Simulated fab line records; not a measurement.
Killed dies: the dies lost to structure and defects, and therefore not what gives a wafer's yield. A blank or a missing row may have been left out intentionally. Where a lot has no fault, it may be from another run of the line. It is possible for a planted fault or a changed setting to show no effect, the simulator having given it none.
What tool caused it? + flow gf180mcu + 13 lots with 39 wafers sampled at 5 steps, on a route of 602 steps

## WHAT THE GAUGES SHOWED, per wafer
GF_VT_IMPLANT_TW_MEAS_43.
| lot  | measured     | on            | VT_IMPLANT_4_TW |
|------|--------------|---------------|-----------------|
| L542 | day 7 13:29  | film_metro-02 | 694 690 695     |
| L543 | day 7 17:33  | film_metro-02 | 697 691 692     |
| L544 | day 8 07:56  | film_metro-01 | 695 695 692     |
| L545 | day 8 16:25  | film_metro-01 | 692 689 687     |
| L547 | day 8 23:26  | film_metro-02 | 693 697 699     |
| L549 | day 9 14:28  | film_metro-01 | 702 700 695     |
| L550 | day 9 19:14  | film_metro-01 | 699 699 703     |
| L551 | day 9 22:08  | film_metro-01 | 699 697 696     |
| L554 | day 10 22:16 | film_metro-01 | 703 700 701     |
| L557 | day 11 22:47 | film_metro-01 | 702 702 702     |
| L562 | day 13 04:37 | film_metro-01 | 679 681 685     |
| L563 | day 13 07:41 | film_metro-01 | 680 682 678     |
| L564 | day 13 16:40 | film_metro-01 | 706 704 703     |

GF_VT_IMPLANT_RS_MEAS_46: the measuring method here is four-point-probe.
| lot  | measured     | on            | MVSD_RS (ohm/sq)  |
|------|--------------|---------------|-------------------|
| L542 | day 7 13:43  | film_metro-03 | 454.7 454.4 455.6 |
| L543 | day 7 17:47  | film_metro-02 | 457.8 457.6 458.4 |
| L544 | day 8 08:10  | film_metro-02 | 459.8 457.7 459.4 |
| L545 | day 8 16:38  | film_metro-03 | 456.2 456.6 457.2 |
| L547 | day 8 23:40  | film_metro-02 | 456.2 455.7 455.8 |
| L549 | day 9 14:41  | film_metro-02 | 455.9 455.6 455.7 |
| L550 | day 9 19:28  | film_metro-02 | 458.9 458.5 457.9 |
| L551 | day 9 22:22  | film_metro-03 | 455.5 456.1 456.0 |
| L554 | day 10 22:29 | film_metro-03 | 455.3 455.1 456.1 |
| L557 | day 11 23:01 | film_metro-02 | 457.8 458.0 457.7 |
| L562 | day 13 04:52 | film_metro-03 | 458.9 456.5 456.5 |
| L563 | day 13 07:53 | film_metro-03 | 454.1 454.4 455.3 |
| L564 | day 13 16:55 | film_metro-02 | 458.0 455.6 456.2 |

GF_HV_LDD_TW_MEAS_38.
| lot  | measured     | on            | HV_LDD_3_TW    |
|------|--------------|---------------|----------------|
| L542 | day 11 13:37 | film_metro-02 | 1438 1438 1440 |
| L543 | day 11 20:13 | film_metro-02 | 1442 1441 1445 |
| L544 | day 12 12:44 | film_metro-02 | 1442 1445 1439 |
| L545 | day 12 22:59 | film_metro-02 | 1443 1448 1435 |
| L547 | day 13 05:39 | film_metro-03 | 1451 1441 1445 |
| L549 | day 13 23:16 | film_metro-02 | 1447 1448 1447 |
| L550 | day 14 04:01 | film_metro-03 | 1450 1448 1449 |
| L551 | day 14 08:22 | film_metro-03 | 1457 1453 1456 |
| L554 | day 15 10:43 | film_metro-03 | 1455 1454 1452 |
| L557 | day 16 14:20 | film_metro-03 | 1446 1441 1443 |
| L562 | day 18 04:38 | film_metro-03 | 1456 1443 1454 |
| L563 | day 18 06:11 | film_metro-03 | 1444 1446 1452 |
| L564 | day 18 16:38 | film_metro-03 | 1447 1445 1448 |

## TOOL THAT RAN EACH LOT (tool first, then ch and the chambers of the sampled wafers, then the start)
| lot  | GF_VT_IMPLANT_STRIP_31               | GF_VT_IMPLANT_IMPLANT_41        |
|------|--------------------------------------|---------------------------------|
| L542 | plasma_asher-04 ch 0,1, day 6 21:49  | implanter-02 ch 0, day 7 13:16  |
| L543 | plasma_asher-03 ch 0,1, day 7 01:39  | implanter-01 ch 0, day 7 17:20  |
| L544 | plasma_asher-04 ch 1, day 7 15:51    | implanter-01 ch 0, day 8 07:42  |
| L545 | plasma_asher-03 ch 0,1, day 8 00:12  | implanter-02 ch 0, day 8 16:11  |
| L547 | plasma_asher-04 ch 0,1, day 8 06:22  | implanter-02 ch 0, day 8 23:13  |
| L549 | plasma_asher-03 ch 0,1, day 8 21:17  | implanter-02 ch 0, day 9 14:14  |
| L550 | plasma_asher-04 ch 0,1, day 9 01:30  | implanter-01 ch 0, day 9 19:01  |
| L551 | plasma_asher-02 ch 0,1, day 9 05:15  | implanter-01 ch 0, day 9 21:54  |
| L554 | plasma_asher-03 ch 0,1, day 10 03:39 | implanter-02 ch 0, day 10 21:45 |
| L557 | plasma_asher-03 ch 0,1, day 11 03:43 | implanter-01 ch 0, day 11 22:33 |
| L562 | plasma_asher-03 ch 0,1, day 12 08:42 | implanter-02 ch 0, day 13 04:23 |
| L563 | plasma_asher-04 ch 0,1, day 12 12:03 | implanter-02 ch 0, day 13 07:26 |
| L564 | plasma_asher-04 ch 0,1, day 12 20:30 | implanter-01 ch 0, day 13 16:25 |
- GF_VT_IMPLANT_STRIP_31: strips in O2/N2.
- GF_VT_IMPLANT_IMPLANT_41

## WHAT THE TOOLS THEMSELVES READ (means of the sampled wafers that have a number; where no wafer has one, the mark that the record gives instead)
GF_VT_IMPLANT_STRIP_31.
| lot  | tool            | drypump_motor_current_A (A) | heater_power_w (W) | oes_product_au (a.u.) | strip_time_to_endpoint_s (s) |
|------|-----------------|-----------------------------|--------------------|-----------------------|------------------------------|
| L542 | plasma_asher-04 | 5.47                        | 353                | 0.712                 | 12.62                        |
| L543 | plasma_asher-03 | 5.62                        | 324                | 0.719                 | 12.59                        |
| L544 | plasma_asher-04 | 5.38                        | 379                | 0.714                 | 12.69                        |
| L545 | plasma_asher-03 | 5.59                        | 324                | 0.714                 | 12.66                        |
| L547 | plasma_asher-04 | 5.47                        | 363                | 0.720                 | 12.65                        |
| L549 | plasma_asher-03 | 5.67                        | 329                | 0.718                 | 12.62                        |
| L550 | plasma_asher-04 | 5.56                        | 339                | 0.718                 | 12.70                        |
| L551 | plasma_asher-02 | 5.55                        | 319                | 0.718                 | 12.67                        |
| L554 | plasma_asher-03 | 5.69                        | 327                | 0.716                 | 12.63                        |
| L557 | plasma_asher-03 | 5.69                        | 327                | 0.717                 | 12.62                        |
| L562 | plasma_asher-03 | 5.62                        | 323                | 0.720                 | 12.65                        |
| L563 | plasma_asher-04 | 5.46                        | 357                | 0.714                 | 12.67                        |
| L564 | plasma_asher-04 | 5.56                        | 342                | 0.715                 | 12.65                        |

GF_VT_IMPLANT_IMPLANT_41.
| lot  | tool         | tilt_deg (degrees) |
|------|--------------|--------------------|
| L542 | implanter-02 | 7.013              |
| L543 | implanter-01 | 6.986              |
| L544 | implanter-01 | 6.999              |
| L545 | implanter-02 | 6.994              |
| L547 | implanter-02 | 6.973              |
| L549 | implanter-02 | 6.984              |
| L550 | implanter-01 | 7.002              |
| L551 | implanter-01 | 6.991              |
| L554 | implanter-02 | 6.990              |
| L557 | implanter-01 | 6.988              |
| L562 | implanter-02 | 6.997              |
| L563 | implanter-02 | 7.005              |
| L564 | implanter-01 | 6.996              |

## THE ANSWER, worked out from the rows above alone
Rule: the usual values come from the lots themselves. The widest of any qualifying gaps counts: lots, ordered by their means at a reading, are off when they make up no more than a third of the lots, leave a main group of 4 or more, and stand apart from it by 3 or more times the standard deviation of that group's means. If all means in a main group match to the digits the tables above print for the reading, that group is not used. A lot without any number at a reading at which 4 lots or more have one is off too. All remaining lots with rows at the step are treated as sound. The gauges are gone through in route order, then the tools' own readings, and for those a lot's mean is taken as printed above. At the first step where some lot is off, the reading lying furthest off is the one used; lots without a number count as furthest.
None of the lots is off at any reading shown; this tells nothing.

## WHAT WAS PUT IN BY THE SIMULATOR
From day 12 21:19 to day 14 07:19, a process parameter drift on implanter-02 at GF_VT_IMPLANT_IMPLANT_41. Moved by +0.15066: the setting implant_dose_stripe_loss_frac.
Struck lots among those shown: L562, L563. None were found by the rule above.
